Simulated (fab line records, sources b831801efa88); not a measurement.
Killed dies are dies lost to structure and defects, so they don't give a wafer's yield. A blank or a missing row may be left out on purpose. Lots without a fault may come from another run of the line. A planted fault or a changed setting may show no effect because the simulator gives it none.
fab line records | flow sky130
record lots=14 wafers=42 last_day=50
route steps=708 shown POLY_CUT@318 PAD_OPEN@708
lots that met no fault: from a run of the same line without faults
start_h: hours from the record's first day to the start of the lot's first wafer shown | wait_h: hours since the lot's step before | " the same as in the row above | L1.1+2: a row that stands for several wafers | - no value, or no start given | * or withheld: withheld | < > ~ a bound
route shown NAME@n: a module of which the file shows steps, and the number in the route of the first | usual: mean/standard deviation of fault-free wafers | same: alike in all rows | chamber/n: place in a boat | sites: the reading at each site | _std_site: their standard deviation | _edge_site: outer sites' mean less inner sites' | radius_mm: how far each site lies from the wafer's centre | mask NAME#n: copy n | behind: the tool/chamber that last shaped the wafer | hold: why the lot was held/for how many hours/how that ended | device: the transistor (n, p or np) that didn't switch | end of line: the same wafers' tests at the end of the route | a step without rows: its recipe alone | killed: dies lost to structure and defects at the first sort, not the wafer's yield | map: a wafer's dies, x killed, . not, _ none there
set.NAME: the setting as run; set.NAME@STEP: as run at that earlier step | model.NAME: the simulator's own value behind a step, which no gauge read
steps of the route over a sample of lots; a table a step, a row a wafer
services: from which hour (start_h, from the record's first day; less than 0 if before it) a tool's chamber was out of use, for how many hours, and why
## steps
# step SKY_POLY_CUT_ETCH_11
# recipe target=Si3N4 chemistry=CF4/CH2F2/Ar stop_on=poly-Si source_w=600 bias_w=150 pressure_mtorr=40 cf4_flow_sccm=40 ch2f2_flow_sccm=20 Ar_flow_sccm=150 time_s=42.5 target_depth_a=600
# usual drypump_motor_current_A=5.5/0.33 oes_product_au=0.829/0.0074 throttle_valve_pct=14.994/0.0088
# columns lot.wafer tool chamber start_h wait_h drypump_motor_current_A oes_product_au rf_hours_counter_h throttle_valve_pct
L299.3 rie_diel-02 1 548.67 0.0 5.4 0.813 62 14.993
L299.4 " 2 " " 5.6 0.822 29 14.992
L299.5 " 1 " " 5.4 0.821 - 15.005
L300.1 rie_diel-02 1 562.72 0.0 5.4 0.835 62 14.986
L300.4 " 2 " " 5.6 0.827 30 14.985
L300.6 " 1 " " 5.4 0.841 - 15.000
L302.1 rie_diel-01 0 586.49 0.0 5.3 0.826 9 14.987
L302.3 " 1 " " 5.1 0.824 2 14.998
L302.6 " 0 " " 5.4 0.823 - 14.994
L303.3 rie_diel-01 1 597.24 0.0 5.1 0.844 3 14.997
L303.4 " 0 " " 5.4 0.837 9 14.993
L303.6 " 1 " " 5.1 0.832 - 14.983
L304.2 rie_diel-02 2 603.92 0.0 5.6 0.819 30 15.008
L304.3 " 3 " " 5.8 0.828 4 14.989
L304.4 " 0 " " 5.6 0.824 7 14.988
L305.2 rie_diel-01 3 616.14 0.0 5.2 0.824 9 14.989
L305.4 " 1 " " 5.1 0.822 3 14.993
L305.6 " 3 " " 5.2 0.825 - 15.000
L307.2 rie_diel-01 1 632.77 0.0 5.1 0.839 3 14.995
L307.4 " 0 " " 5.3 0.827 10 14.990
L307.5 " 1 " " 5.1 0.830 - 14.991
L308.1 rie_diel-02 0 637.42 0.0 5.6 0.831 8 14.995
L308.3 " 1 " " 5.4 0.827 63 14.983
L308.5 " 0 " " 5.6 0.833 - 14.999
L309.2 rie_diel-01 0 645.39 0.0 5.3 0.834 10 15.002
L309.3 " 3 " " 5.2 0.836 10 14.989
L309.4 " 1 " " 5.1 0.838 3 14.984
L310.2 rie_diel-02 1 652.47 0.0 5.4 0.841 64 14.995
L310.3 " 2 " " 5.6 0.837 32 14.984
L310.6 " 1 " " 5.4 0.829 - 14.985
L312.2 rie_diel-01 3 674.47 0.0 5.2 0.828 10 14.997
L312.5 " 1 " " 5.1 0.823 - 14.987
L312.6 " 0 " " 5.3 0.832 - 15.008
L317.2 rie_diel-01 0 710.64 0.0 5.3 0.752 11 14.980
L317.5 " 3 " " 5.2 0.735 - 14.998
L317.6 " 0 " " 5.3 0.745 - 14.968
L318.1 rie_diel-01 0 718.72 0.0 5.3 0.747 11 14.980
L318.4 " 3 " " 5.2 0.732 11 14.994
L318.5 " 2 " " 6.1 0.745 - 14.994
L321.3 rie_diel-02 0 739.09 0.0 5.6 0.818 10 14.974
L321.4 " 3 " " 5.8 0.816 7 14.991
L321.5 " 0 " " 5.6 0.814 - 14.986
# step SKY_PAD_OPEN_PROBE_99
# usual killed_at_M0_to_M3=43/6.7 killed_at_M4_up=3.2/1.8 killed_at_contacts=24/4.8 killed_at_front_end=16/4.2 killed_at_other=0.3/0.56 killed_dies=86/8.5 killed_on_rim=17/3.9 killed_open=47/6.7 killed_short=39/6
# same gross_dies=492 killed_at_back_side=0
# columns lot.wafer tool chamber start_h wait_h hold killed_at_M0_to_M3 killed_at_M4_up killed_at_contacts killed_at_front_end killed_at_other killed_dies killed_on_rim killed_open killed_short
L299.3 prober-01 - 1065.82 0.2 - 39 7 32 13 0 91 20 48 43
L299.4 prober-01 - 1065.87 0.2 - 45 3 18 22 0 88 16 51 37
L299.5 prober-01 - 1065.92 0.2 - 33 2 32 10 0 77 15 39 36
L300.1 prober-02 - 1075.77 0.1 - 35 0 25 21 0 81 17 42 39
L300.4 prober-02 - 1075.92 0.2 - 38 7 27 18 0 90 19 45 45
L300.6 prober-02 - 1076.02 0.2 - 48 2 17 16 1 84 17 39 45
L302.1 prober-02 - 1090.83 0.1 - 35 4 19 20 0 78 15 45 32
L302.3 prober-02 - 1090.93 0.2 - 40 5 19 16 0 80 16 46 34
L302.6 prober-02 - 1091.08 0.2 - 50 1 21 18 0 90 17 55 35
L303.3 prober-01 - 1099.54 0.2 - 43 2 14 19 1 79 16 41 38
L303.4 prober-01 - 1099.59 0.2 - 43 2 24 16 0 85 19 50 35
L303.6 prober-01 - 1099.69 0.2 - 50 4 16 18 1 89 14 46 43
L304.2 prober-02 - 1106.62 0.1 - 39 1 23 14 0 77 14 41 36
L304.3 prober-02 - 1106.67 0.2 - 41 4 25 15 0 85 21 47 37
L304.4 prober-02 - 1106.72 0.2 - 43 3 28 17 0 91 18 44 46
L305.2 prober-01 - 1115.58 0.1 - 52 3 23 16 2 96 18 49 46
L305.4 prober-01 - 1115.68 0.2 - 46 2 25 15 1 89 15 44 44
L305.6 prober-01 - 1115.78 0.2 - 55 6 18 13 0 92 15 41 51
L307.2 prober-01 - 1126.90 0.1 - 50 5 30 9 0 94 21 58 36
L307.4 prober-01 - 1127.00 0.2 - 48 3 20 9 0 80 13 45 35
L307.5 prober-01 - 1127.05 0.2 - 41 6 31 17 0 95 24 54 41
L308.1 prober-02 - 1127.80 0.1 - 63 6 25 9 0 103 23 62 39
L308.3 prober-02 - 1127.90 0.2 - 44 5 15 15 0 79 16 45 32
L308.5 prober-02 - 1128.00 0.2 - 53 2 35 5 0 95 19 51 44
L309.2 prober-01 - 1132.95 0.1 - 46 2 20 15 1 84 16 45 39
L309.3 prober-01 - 1133.00 0.2 - 44 3 19 11 0 77 14 40 37
L309.4 prober-01 - 1133.05 0.2 - 42 3 18 11 0 74 12 38 35
L310.2 prober-02 - 1138.50 0.1 - 45 6 24 11 1 87 13 49 37
L310.3 prober-02 - 1138.55 0.2 - 40 3 28 15 1 87 16 48 39
L310.6 prober-02 - 1138.70 0.2 - 49 3 24 17 0 93 18 41 52
L312.2 prober-02 - 1152.00 0.1 - 58 4 30 14 0 106 16 57 49
L312.5 prober-02 - 1152.15 0.2 - 54 2 27 18 0 101 12 53 48
L312.6 prober-02 - 1152.20 0.2 - 48 4 25 21 1 99 24 51 47
L317.2 prober-01 - 1176.96 0.1 await_dispo/4.1h/scrap 51 1 19 420 1 492 96 48 44
L317.5 prober-01 - 1177.11 0.2 await_dispo/4.1h/scrap 39 1 20 431 1 492 96 41 34
L317.6 prober-01 - 1177.16 0.2 await_dispo/4.1h/scrap 47 5 26 414 0 492 96 48 44
L318.1 prober-02 - 1178.76 0.1 await_dispo/1.7h/scrap 45 6 28 413 0 492 96 53 41
L318.4 prober-02 - 1178.91 0.2 await_dispo/1.7h/scrap 47 2 30 413 0 492 96 50 52
L318.5 prober-02 - 1178.96 0.2 await_dispo/1.7h/scrap 46 1 26 419 0 492 96 45 52
L321.3 prober-01 - 1193.96 0.2 - 50 3 25 9 0 87 19 41 46
L321.4 prober-01 - 1194.01 0.2 - 46 3 19 13 0 81 12 33 48
L321.5 prober-01 - 1194.06 0.2 - 35 4 28 10 0 77 19 49 28
# killed by level:class
L299.3 VIA1:geometric_particle:open=12 CONTACT:geometric_particle:open=10 CONTACT:geometric_particle:short=7 VIA3:geometric_particle:open=7 FIELD_ISO:geometric_particle:short=6 LI_CONTACT:geometric_particle:short=6 LI_CONTACT:geometric_particle:open=6 METAL2:geometric_particle:short=4
L299.4 CONTACT:geometric_particle:open=9 VIA3:geometric_particle:open=9 VIA2:geometric_particle:open=9 VIA1:geometric_particle:open=8 FIELD_ISO:geometric_particle:short=5 SPACER:geometric_particle:short=4 LI_CONTACT:geometric_particle:open=4 VIA1:geometric_particle:short=4
L299.5 LI_CONTACT:geometric_particle:open=13 CONTACT:geometric_particle:open=7 LOCAL_INTERCONNECT:geometric_particle:short=7 VIA3:geometric_particle:open=6 VIA3:geometric_particle:short=6 METAL1:geometric_particle:short=5 VIA1:geometric_particle:open=5 CONTACT:geometric_particle:short=4
L300.1 FIELD_ISO:geometric_particle:open=10 VIA1:geometric_particle:open=9 CONTACT:geometric_particle:short=8 METAL2:geometric_particle:short=8 LI_CONTACT:geometric_particle:open=6 LOCAL_INTERCONNECT:geometric_particle:short=5 FIELD_ISO:geometric_particle:short=4 VIA3:geometric_particle:open=4
L300.4 CONTACT:geometric_particle:open=10 LI_CONTACT:geometric_particle:open=8 VIA1:geometric_particle:open=8 POLY_GATE:geometric_particle:short=7 VIA2:geometric_particle:open=5 LOCAL_INTERCONNECT:geometric_particle:short=5 METAL1:geometric_particle:short=5 METAL2:geometric_particle:short=5
L300.6 VIA2:geometric_particle:open=9 VIA1:geometric_particle:open=8 VIA3:geometric_particle:short=7 CONTACT:geometric_particle:short=6 VIA3:geometric_particle:open=6 POLY_GATE:geometric_particle:short=5 LI_CONTACT:geometric_particle:open=5 METAL1:geometric_particle:short=5
L302.1 CONTACT:geometric_particle:open=10 FIELD_ISO:geometric_particle:short=8 VIA3:geometric_particle:open=8 VIA2:geometric_particle:open=7 VIA1:geometric_particle:open=6 METAL1:geometric_particle:short=5 FIELD_ISO:geometric_particle:open=4 LOCAL_INTERCONNECT:geometric_particle:short=4
L302.3 VIA1:geometric_particle:open=10 VIA3:geometric_particle:open=9 FIELD_ISO:geometric_particle:short=7 LI_CONTACT:geometric_particle:open=7 CONTACT:geometric_particle:open=6 METAL2:geometric_particle:short=6 CONTACT:geometric_particle:short=5 POLY_GATE:geometric_particle:open=5
L302.6 VIA1:geometric_particle:open=10 VIA3:geometric_particle:open=10 CONTACT:geometric_particle:open=8 VIA2:geometric_particle:open=8 LI_CONTACT:geometric_particle:open=5 VIA2:geometric_particle:short=5 FIELD_ISO:geometric_particle:short=4 POLY_GATE:geometric_particle:short=4
L303.3 VIA1:geometric_particle:open=12 FIELD_ISO:geometric_particle:short=6 VIA1:geometric_particle:short=6 FIELD_ISO:geometric_particle:open=5 CONTACT:geometric_particle:open=5 METAL3:geometric_particle:short=5 VIA3:geometric_particle:short=4 VIA2:geometric_particle:open=4
L303.4 LI_CONTACT:geometric_particle:open=12 VIA1:geometric_particle:open=10 CONTACT:geometric_particle:open=9 METAL2:geometric_particle:short=5 METAL1:geometric_particle:short=5 VIA3:geometric_particle:open=5 VIA1:geometric_particle:short=5 FIELD_ISO:geometric_particle:short=4
L303.6 VIA1:geometric_particle:open=13 METAL1:geometric_particle:short=9 FIELD_ISO:geometric_particle:short=7 CONTACT:geometric_particle:open=6 METAL2:geometric_particle:short=6 VIA2:geometric_particle:open=6 METAL2:geometric_particle:open=4 LI_CONTACT:geometric_particle:open=3
L304.2 VIA1:geometric_particle:open=10 CONTACT:geometric_particle:open=9 LI_CONTACT:geometric_particle:open=8 VIA1:geometric_particle:short=7 POLY_GATE:geometric_particle:open=5 METAL1:geometric_particle:short=5 VIA2:geometric_particle:short=5 POLY_GATE:geometric_particle:short=4
L304.3 LI_CONTACT:geometric_particle:open=7 CONTACT:geometric_particle:open=7 VIA3:geometric_particle:open=7 FIELD_ISO:geometric_particle:open=6 VIA1:geometric_particle:open=5 VIA2:geometric_particle:open=5 LI_CONTACT:geometric_particle:short=4 CONTACT:geometric_particle:short=4
L304.4 CONTACT:geometric_particle:open=12 VIA1:geometric_particle:open=8 CONTACT:geometric_particle:short=8 METAL2:geometric_particle:short=8 POLY_GATE:geometric_particle:short=7 VIA2:geometric_particle:open=5 VIA3:geometric_particle:open=5 POLY_GATE:geometric_particle:open=4
L305.2 VIA1:geometric_particle:open=15 METAL2:geometric_particle:short=6 LOCAL_INTERCONNECT:geometric_particle:short=6 VIA1:geometric_particle:short=6 POLY_GATE:geometric_particle:open=5 METAL1:geometric_particle:short=5 CONTACT:geometric_particle:open=5 VIA2:geometric_particle:open=5
L305.4 VIA3:geometric_particle:open=11 CONTACT:geometric_particle:open=8 LI_CONTACT:geometric_particle:open=6 METAL2:geometric_particle:short=6 LOCAL_INTERCONNECT:geometric_particle:short=5 VIA1:geometric_particle:open=5 POLY_GATE:geometric_particle:open=4 POLY_GATE:geometric_particle:short=4
L305.6 VIA1:geometric_particle:open=13 METAL1:geometric_particle:short=9 METAL2:geometric_particle:short=8 VIA3:geometric_particle:open=7 METAL4:geometric_particle:short=5 LOCAL_INTERCONNECT:geometric_particle:short=5 CONTACT:geometric_particle:open=5 VIA2:geometric_particle:open=5
L307.2 VIA1:geometric_particle:open=14 VIA2:geometric_particle:open=10 LI_CONTACT:geometric_particle:open=9 CONTACT:geometric_particle:open=8 VIA1:geometric_particle:short=7 VIA3:geometric_particle:open=5 LOCAL_INTERCONNECT:geometric_particle:short=4 CONTACT:geometric_particle:short=4
L307.4 VIA1:geometric_particle:open=11 VIA1:geometric_particle:short=8 LOCAL_INTERCONNECT:geometric_particle:short=6 CONTACT:geometric_particle:open=6 METAL2:geometric_particle:short=6 LI_CONTACT:geometric_particle:open=5 VIA3:geometric_particle:open=5 FIELD_ISO:geometric_particle:short=4
L307.5 LI_CONTACT:geometric_particle:open=15 VIA1:geometric_particle:open=8 VIA3:geometric_particle:open=8 CONTACT:geometric_particle:open=7 METAL1:geometric_particle:short=6 FIELD_ISO:geometric_particle:open=5 FIELD_ISO:geometric_particle:short=5 METAL4:geometric_particle:short=5
L308.1 VIA3:geometric_particle:open=17 CONTACT:geometric_particle:open=11 VIA1:geometric_particle:open=9 LI_CONTACT:geometric_particle:open=8 VIA2:geometric_particle:short=7 VIA3:geometric_particle:short=6 VIA2:geometric_particle:open=6 VIA1:geometric_particle:short=5
L308.3 VIA2:geometric_particle:open=8 VIA1:geometric_particle:open=8 LI_CONTACT:geometric_particle:open=6 FIELD_ISO:geometric_particle:open=5 METAL3:geometric_particle:short=5 CONTACT:geometric_particle:open=5 VIA3:geometric_particle:open=4 METAL1:geometric_particle:short=4
L308.5 CONTACT:geometric_particle:open=14 VIA1:geometric_particle:open=13 LI_CONTACT:geometric_particle:open=9 METAL2:geometric_particle:short=8 CONTACT:geometric_particle:short=7 VIA1:geometric_particle:short=6 VIA3:geometric_particle:open=5 VIA2:geometric_particle:short=5
L309.2 VIA2:geometric_particle:open=13 CONTACT:geometric_particle:open=8 VIA1:geometric_particle:open=8 METAL1:geometric_particle:short=6 LI_CONTACT:geometric_particle:open=5 VIA1:geometric_particle:short=5 METAL2:geometric_particle:short=5 POLY_GATE:geometric_particle:short=4
L309.3 VIA3:geometric_particle:open=10 VIA1:geometric_particle:open=8 CONTACT:geometric_particle:open=7 LOCAL_INTERCONNECT:geometric_particle:short=6 VIA2:geometric_particle:open=5 FIELD_ISO:geometric_particle:open=4 METAL1:geometric_particle:short=4 VIA1:geometric_particle:short=4
L309.4 VIA1:geometric_particle:open=11 CONTACT:geometric_particle:open=7 VIA2:geometric_particle:open=6 VIA1:geometric_particle:short=6 SPACER:geometric_particle:short=4 LI_CONTACT:geometric_particle:open=4 VIA3:geometric_particle:open=4 POLY_GATE:geometric_particle:short=3
L310.2 VIA1:geometric_particle:open=12 CONTACT:geometric_particle:open=11 VIA2:geometric_particle:open=7 LI_CONTACT:geometric_particle:open=5 LI_CONTACT:geometric_particle:short=5 METAL1:geometric_particle:short=5 VIA3:geometric_particle:open=5 POLY_GATE:geometric_particle:open=4
L310.3 LI_CONTACT:geometric_particle:open=10 CONTACT:geometric_particle:short=8 VIA2:geometric_particle:short=6 VIA2:geometric_particle:open=6 VIA3:geometric_particle:open=6 METAL1:geometric_particle:short=5 CONTACT:geometric_particle:open=5 FIELD_ISO:geometric_particle:open=4
L310.6 VIA1:geometric_particle:open=9 VIA3:geometric_particle:open=8 VIA1:geometric_particle:short=6 LOCAL_INTERCONNECT:geometric_particle:short=6 METAL1:geometric_particle:short=6 CONTACT:geometric_particle:short=5 VIA2:geometric_particle:short=5 POLY_GATE:geometric_particle:open=4
L312.2 CONTACT:geometric_particle:open=10 VIA2:geometric_particle:open=9 VIA1:geometric_particle:open=9 METAL2:geometric_particle:short=8 VIA3:geometric_particle:open=8 LI_CONTACT:geometric_particle:open=7 METAL3:geometric_particle:short=7 CONTACT:geometric_particle:short=6
L312.5 VIA1:geometric_particle:open=14 VIA2:geometric_particle:open=11 LI_CONTACT:geometric_particle:open=9 VIA1:geometric_particle:short=7 LOCAL_INTERCONNECT:geometric_particle:short=6 CONTACT:geometric_particle:short=5 FIELD_ISO:geometric_particle:short=4 POLY_GATE:geometric_particle:short=4
L312.6 VIA1:geometric_particle:open=11 LI_CONTACT:geometric_particle:open=7 VIA3:geometric_particle:open=6 FIELD_ISO:geometric_particle:open=5 VIA2:geometric_particle:open=5 LOCAL_INTERCONNECT:geometric_particle:short=5 CONTACT:geometric_particle:short=5 CONTACT:geometric_particle:open=5
L317.2 POLY_CUT:area_etch=400 VIA1:geometric_particle:open=9 VIA2:geometric_particle:open=8 LI_CONTACT:geometric_particle:open=7 VIA3:geometric_particle:open=7 FIELD_ISO:geometric_particle:short=6 METAL1:geometric_particle:short=6 VIA3:geometric_particle:short=6
L317.5 POLY_CUT:area_etch=416 VIA1:geometric_particle:open=11 CONTACT:geometric_particle:open=7 FIELD_ISO:geometric_particle:short=4 POLY_GATE:geometric_particle:short=4 LI_CONTACT:geometric_particle:short=4 LOCAL_INTERCONNECT:geometric_particle:short=4 METAL1:geometric_particle:short=4
L317.6 POLY_CUT:area_etch=400 LI_CONTACT:geometric_particle:open=11 VIA1:geometric_particle:open=9 METAL2:geometric_particle:short=6 FIELD_ISO:geometric_particle:open=5 CONTACT:geometric_particle:short=5 METAL1:geometric_particle:short=5 VIA1:geometric_particle:short=5
L318.1 POLY_CUT:area_etch=398 VIA1:geometric_particle:open=12 CONTACT:geometric_particle:open=11 VIA3:geometric_particle:open=7 CONTACT:geometric_particle:short=6 METAL1:geometric_particle:short=6 LI_CONTACT:geometric_particle:open=5 VIA2:geometric_particle:open=5
L318.4 POLY_CUT:area_etch=390 FIELD_ISO:geometric_particle:open=9 LI_CONTACT:geometric_particle:open=9 CONTACT:geometric_particle:short=8 CONTACT:geometric_particle:open=8 VIA2:geometric_particle:short=8 METAL1:geometric_particle:short=7 VIA3:geometric_particle:open=6
L318.5 POLY_CUT:area_etch=395 VIA1:geometric_particle:open=10 CONTACT:geometric_particle:short=7 VIA2:geometric_particle:open=7 POLY_GATE:geometric_particle:short=7 METAL1:geometric_particle:short=7 FIELD_ISO:geometric_particle:open=6 CONTACT:geometric_particle:open=6
L321.3 VIA1:geometric_particle:open=14 METAL1:geometric_particle:short=8 CONTACT:geometric_particle:short=7 CONTACT:geometric_particle:open=6 VIA1:geometric_particle:short=6 METAL2:geometric_particle:short=5 VIA2:geometric_particle:open=5 LI_CONTACT:geometric_particle:short=4
L321.4 METAL1:geometric_particle:short=11 LI_CONTACT:geometric_particle:open=6 LOCAL_INTERCONNECT:geometric_particle:short=6 VIA1:geometric_particle:open=5 METAL2:geometric_particle:short=5 VIA3:geometric_particle:open=5 FIELD_ISO:geometric_particle:short=4 POLY_GATE:geometric_particle:short=4
L321.5 VIA1:geometric_particle:open=15 CONTACT:geometric_particle:open=11 LI_CONTACT:geometric_particle:open=8 VIA1:geometric_particle:short=5 VIA3:geometric_particle:open=4 CONTACT:geometric_particle:short=3 LI_CONTACT:geometric_particle:short=3 METAL1:geometric_particle:short=3
## services
# columns tool chamber start_h hours kind
rie_diel-02 1 538.61 2.0 repair
rie_diel-01 - 597.57 0.9 repair
rie_diel-01 3 609.34 2.6 repair
rie_diel-02 1 658.27 - clean
rie_diel-02 1 658.27 27.2 scheduled_down
rie_diel-02 1 658.27 27.2 vent_cycle
rie_diel-01 2 720.23 - clean
rie_diel-01 2 720.23 20.3 scheduled_down
rie_diel-01 2 720.23 20.3 vent_cycle
rie_diel-02 0 722.02 6.0 repair
## key
first_sign step=SKY_POLY_CUT_ETCH_11 reading=oes_product_au direction=down sigmas=12 usual=0.829 struck=0.743
effect step=SKY_PAD_OPEN_PROBE_99 reading=killed_at_front_end direction=up sigmas=97 usual=16 struck=418
more_kills_born_at SKY_POLY_CUT_ETCH_11@rie_diel-01=2399
met_at SKY_POLY_CUT_ETCH_11
struck_lots L317,L318
later_rows_left_out L317.2,L317.5,L317.6,L318.1,L318.4,L318.5
tester_left_out L317,L318
onset_between 674.47 710.64
fault kind=process_parameter_drift tool=rie_diel-01 chamber=- onset_h=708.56 steps=SKY_POLY_CUT_ETCH_11 channel=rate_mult offset=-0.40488 shape=step end_h=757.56
# tester_left_out: of these lots the tester's yield and bins aren't shown, on N5 and GAA mostly nor the transistor test; their killed dies are dies lost to structure and defects alone, not to doping, threshold or leakage, so they don't give the yield
# later_rows_left_out: the simulator's readings of these wafers behind a module that went badly wrong aren't trusted and aren't shown, but for the sort
